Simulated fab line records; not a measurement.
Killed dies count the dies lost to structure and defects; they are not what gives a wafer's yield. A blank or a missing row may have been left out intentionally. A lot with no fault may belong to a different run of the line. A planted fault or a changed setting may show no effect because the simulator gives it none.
Which tool was responsible?    flow gf180mcu    11 lots with 32 wafers sampled at 6 steps, on a route of 602 steps

WHAT THE GAUGES READ, wafer by wafer
GF_V4_RS_MEAS_24: measures by four-point-probe. Usual: for V4_W_RS the level is 0.325 ohm/sq and the standard deviation is 0.0038.
lot   measured      on            V4_W_RS (ohm/sq)   flag
L847  day 24 05:56  filmMetro-03  0.327 0.327 0.330  
L848  day 24 07:36  filmMetro-01  0.322 0.328 0.331  
L849  day 24 23:10  filmMetro-04  0.330 0.329 0.320  
L850  day 25 08:19  filmMetro-01  0.320 0.330 0.324  
L860  day 28 18:47  filmMetro-03  0.555 0.544        OFF
L861  day 28 20:39  filmMetro-01  0.325 0.542 0.323  OFF
L862  day 29 13:21  filmMetro-04  0.322 0.557 0.325  OFF
L863  day 29 23:33  filmMetro-04  0.324 0.332 0.330  
L866  day 30 15:30  filmMetro-04  0.331 0.328 0.332  
L867  day 30 21:39  filmMetro-01  0.323 0.327 0.321  
L868  day 31 02:44  filmMetro-04  0.330 0.323 0.325  

GF_V4_THK_MEAS_25: measures by xrf. Usual: for V4_W_THK the level is 358 nm and the standard deviation is 6.4.
lot   measured      on            V4_W_THK (nm)  flag
L847  day 24 06:01  filmMetro-03  363 363 359    
L848  day 24 07:43  filmMetro-01  365 359 355    
L849  day 24 23:17  filmMetro-04  345 350 357    
L850  day 25 08:26  filmMetro-01  369 357 364    
L860  day 28 18:52  filmMetro-03  211 215        OFF
L861  day 28 20:46  filmMetro-01  365 217 367    OFF
L862  day 29 13:27  filmMetro-04  355 207 352    OFF
L863  day 29 23:40  filmMetro-04  355 347 350    
L866  day 30 15:37  filmMetro-04  349 351 347    
L867  day 30 21:44  filmMetro-01  362 357 367    
L868  day 31 02:50  filmMetro-04  344 354 349    

GF_MIM_THK_MEAS_06. Usual: for MIM_CVD_05_THK the level is 41.9 nm and the standard deviation is 0.59.
lot   measured      on            MIM_CVD_05_THK (nm)  flag
L847  day 24 06:38  filmMetro-02  41.5 42.1 42.3       
L848  day 24 08:19  filmMetro-02  41.5 41.5 41.9       
L849  day 24 23:56  filmMetro-03  41.9 42.4 42.8       
L850  day 25 09:04  filmMetro-03  41.6 42.7 42.6       
L860  day 28 19:29  filmMetro-02  42.0 42.6            
L861  day 28 21:23  filmMetro-03  41.1 41.9 41.9       
L862  day 29 14:07  filmMetro-02  41.6 42.4 42.7       
L863  day 30 00:16  filmMetro-02  42.0 42.8 42.7       
L866  day 30 16:13  filmMetro-02  41.0 41.5 42.2       
L867  day 30 22:22  filmMetro-02  42.6 42.6 42.2       
L868  day 31 03:28  filmMetro-01  41.2 41.9 42.3       

TOOL THAT RAN EACH LOT (tool first, then ch and the chambers of the sampled wafers, then the start)
lot   GF_V4_STRIP_18                       GF_V4_CVD_23                  GF_V4_CMP_26
L847  plasmaAsher-02 ch 0,1, day 24 05:10  cvdW-01 ch 0,1, day 24 05:48  cmp-01 ch 1,2, day 24 06:06
L848  plasmaAsher-04 ch 0,1, day 24 06:44  cvdW-02 ch 0,1, day 24 07:28  cmp-02 ch 1,3, day 24 07:46
L849  plasmaAsher-01 ch 0,1, day 24 22:23  cvdW-02 ch 0,1, day 24 23:02  cmp-01 ch 0,2,3, day 24 23:23
L850  plasmaAsher-02 ch 0,1, day 25 07:11  cvdW-02 ch 0,1, day 25 08:13  cmp-01 ch 0,1,3, day 25 08:36
L860  plasmaAsher-02 ch 1, day 28 17:59    cvdW-01 ch 1, day 28 18:39    cmp-02 ch 0,2, day 28 19:03
L861  plasmaAsher-04 ch 1, day 28 19:53    cvdW-01 ch 0, day 28 20:31    cmp-01 ch 0,1,2, day 28 20:52
L862  plasmaAsher-01 ch 0,1, day 29 12:34  cvdW-01 ch 0,1, day 29 13:14  cmp-02 ch 1,3, day 29 13:36
L863  plasmaAsher-04 ch 0,1, day 29 22:40  cvdW-02 ch 0,1, day 29 23:25  cmp-02 ch 0,1,3, day 29 23:43
L866  plasmaAsher-04 ch 0,1, day 30 14:42  cvdW-02 ch 0,1, day 30 15:22  cmp-01 ch 1,2,3, day 30 15:43
L867  plasmaAsher-02 ch 0,1, day 30 20:50  cvdW-02 ch 0,1, day 30 21:31  cmp-02 ch 1,2, day 30 21:49
L868  plasmaAsher-04 ch 0,1, day 31 01:58  cvdW-02 ch 0,1, day 31 02:38  cmp-01 ch 0,1,3, day 31 02:56
- GF_V4_STRIP_18: strips in O2/N2.
- GF_V4_CVD_23: deposits W, target thk 350 nm, time 104.9 s.
- GF_V4_CMP_26: polishes, stops on SiO2, t overpolish 15 s, target thk 0 nm.

WHAT THE TOOLS THEMSELVES READ (means of the sampled wafers that have a number; where no wafer has one, the mark that the record gives instead)
GF_V4_STRIP_18. Usual: drypumpMotorCurrentA 5.5 A, standard deviation 0.45; heaterPowerW 325 W, standard deviation 36; oesProductAu 0.593 a.u., standard deviation 0.0046.
lot   tool            drypumpMotorCurrentA (A)  heaterPowerW (W)  oesProductAu (a.u.)  flag
L847  plasmaAsher-02  5.1                       326               0.594                
L848  plasmaAsher-04  5.4                       305               0.596                
L849  plasmaAsher-01  5.8                       381               0.590                
L850  plasmaAsher-02  5.1                       329               0.595                
L860  plasmaAsher-02  5.0                       328               0.590                
L861  plasmaAsher-04  5.1                       323               0.592                
L862  plasmaAsher-01  6.1                       358               0.595                
L863  plasmaAsher-04  5.6                       292               0.594                
L866  plasmaAsher-04  5.4                       311               0.592                
L867  plasmaAsher-02  5.1                       323               0.592                
L868  plasmaAsher-04  5.4                       304               0.600                

GF_V4_CVD_23. Usual: 857 W for heaterPowerW, sd 65.
lot   tool     heaterPowerW (W)  flag
L847  cvdW-01  811               
L848  cvdW-02  874               
L849  cvdW-02  882               
L850  cvdW-02  834               
L860  cvdW-01  934               
L861  cvdW-01  772               
L862  cvdW-01  830               
L863  cvdW-02  868               
L866  cvdW-02  874               
L867  cvdW-02  851               
L868  cvdW-02  856               

GF_V4_CMP_26. Usual: edgeZonePressureFrac 1.001, standard deviation 0.0049; motorCurrentA 11.2 A, standard deviation 1.7; timeToEndpointS 85.2 s, standard deviation 3.
lot   tool    edgeZonePressureFrac  motorCurrentA (A)  timeToEndpointS (s)  flag
L847  cmp-01  1.005                 12.1               85.9                 
L848  cmp-02  1.007                 10.5               86.3                 
L849  cmp-01  1.000                 11.5               84.4                 
L850  cmp-01  1.006                 11.9               83.0                 
L860  cmp-02  1.001                 10.3               51.4                 OFF
L861  cmp-01  0.992                 12.2               71.8                 OFF
L862  cmp-02  1.002                 11.2               75.1                 OFF
L863  cmp-02  1.003                 10.2               87.9                 
L866  cmp-01  1.002                 11.8               80.7                 
L867  cmp-02  0.997                 12.8               86.8                 
L868  cmp-01  1.000                 11.9               84.4                 

THE ANSWER, worked out from the rows above alone
Rule: a lot counts as off when the mean over its wafers that have a number is more than 3 standard deviations away from the usual mean. A lot without any number at a reading at which 4 lots or more have one is off too. The other lots that the step has rows for count as sound. The gauges are gone through in route order, then the tools' own readings, and for those a lot's mean is taken as printed above. At the first step where some lot is off, the reading lying furthest off is the one used; lots without a number count as furthest.
Off: L860, L861, L862, at GF_V4_RS_MEAS_24 (V4_W_RS).
A tool fits if, at a process step before that reading, it ran every lot that is off, and no sound lot after the first of them. The gauges at GF_V4_RS_MEAS_24 aren't tried: what is off there is off at GF_V4_CMP_26 too, on other tools, and a gauge's error can't cause that. One candidate fits, namely cvdW-01 at GF_V4_CVD_23. A fault onset in the window from L847 (day 24 05:48, its last sound lot) to L860 (day 28 18:39, its first lot off) fits.

WHAT HAD BEEN PUT IN BY THE SIMULATOR
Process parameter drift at GF_V4_CVD_23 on cvdW-01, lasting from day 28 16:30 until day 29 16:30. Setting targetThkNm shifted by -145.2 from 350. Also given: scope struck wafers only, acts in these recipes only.
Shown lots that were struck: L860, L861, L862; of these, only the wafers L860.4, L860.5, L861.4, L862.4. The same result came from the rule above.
